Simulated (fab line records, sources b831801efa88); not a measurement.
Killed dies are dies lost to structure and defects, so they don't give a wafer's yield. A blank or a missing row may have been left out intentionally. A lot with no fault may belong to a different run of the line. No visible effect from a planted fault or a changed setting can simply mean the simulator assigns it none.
Comparing a struck lot with a sound one | flow sky130 | 15 steps out of a route of 708
Sound: wafers L317.1, L317.4, L317.5. Wafers L327.1, L327.3, L327.5 were the ones struck. The cause is named last.
Each step with rows lists, per side, the tool, then ch with its chambers, then its first start. Under that, the readings that differ: sound wafers | struck wafers | difference of the means | sigmas: that difference in standard deviations of wafers without a fault.
alike: words and numbers the same on both sides, and readings whose means are apart by under 2 such deviations; not compared: readings that were withheld, readings missing a value for some wafer, numbers with overlapping values and no deviation given by the record, and bounds like >300 which may hide the same value.
Wherever a step has rows on one side only, a row that says differs or no value, or a row with sigmas, the two part there. Numbers that have no deviation but don't overlap get no sigmas and don't part them. A reading that every wafer of one side lacks parts them only if that side has two wafers or more.

SKY_LI_CONTACT_THK_MEAS_23: measures by xrf.
  sound on film metro-04 at day 33 08:31; struck on film metro-04 at day 36 12:01
  alike: LI_CONTACT_W_THK
SKY_LI_CONTACT_CMP_24: polishes, stops on PSG, t overpolish 20 s, target thk 0 nm.
  sound on cmp-01 ch 1,3, day 33 08:35; struck on cmp-01 ch 1,2,3, day 36 12:04
  alike: motor current A, overpolish run s, platen rpm, time to endpoint s
SKY_LOCAL_INTERCONNECT_SPUTTER_00: material TiN, target thk 100 nm, time 83.3 s.
  sound on pvd sputter-04 at day 33 08:53; struck on pvd sputter-04 at day 36 12:22
  alike: throttle valve pct
SKY_LOCAL_INTERCONNECT_RS_MEAS_01: the measuring method here is four-point-probe.
  sound on film metro-01 at day 33 08:56; struck on film metro-03 at day 36 12:26
  alike: LOCAL_INTERCONNECT_TIN_RS
SKY_LOCAL_INTERCONNECT_THK_MEAS_02: measures by xrf.
  sound on film metro-01 at day 33 09:04; struck on film metro-03 at day 36 12:34
  alike: LOCAL_INTERCONNECT_TIN_THK
then, 7 steps without rows for these wafers: SKY_LOCAL_INTERCONNECT_DEHYDRATE_03 (time 60 s); SKY_LOCAL_INTERCONNECT_HMDS_04 (prime time 60 s); SKY_LOCAL_INTERCONNECT_COAT_05 (resist thk 60 nm); SKY_LOCAL_INTERCONNECT_COAT_06 (resist thk 450 nm); SKY_LOCAL_INTERCONNECT_SOFTBAKE_07 (time 90 s); SKY_LOCAL_INTERCONNECT_EXPOSE_08 (exposes mask LI1M, target cd 170 nm); SKY_LOCAL_INTERCONNECT_PEB_09.
SKY_LOCAL_INTERCONNECT_DEVELOP_10: develop time 60 s.
  sound on litho track-04 ch 0, day 34 11:00; struck on litho track-01 ch 0, day 37 14:00
  reading              | sound             | struck            | difference | sigmas
  developer temp C (C) | 21.07 21.19 21.14 | 23.28 23.26 23.20 | +2.11      | +19
SKY_LOCAL_INTERCONNECT_CD_MEAS_11: target cd 170 nm.
  sound on cd sem-01 at day 34 11:50; struck on cd sem-01 at day 37 14:21
  alike: cd nm
SKY_PAD_OPEN_PROBE_99:
  the record has rows for the sound wafers here (prober-01, day 48 20:57) and none for the struck ones

WHERE THEY PART
At SKY_LOCAL_INTERCONNECT_DEVELOP_10 first; at SKY_PAD_OPEN_PROBE_99 last (within this record only).

WHY: what the simulator had put in
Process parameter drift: litho track-01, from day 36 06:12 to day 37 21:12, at SKY_LOCAL_INTERCONNECT_DEVELOP_10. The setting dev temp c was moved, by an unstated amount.
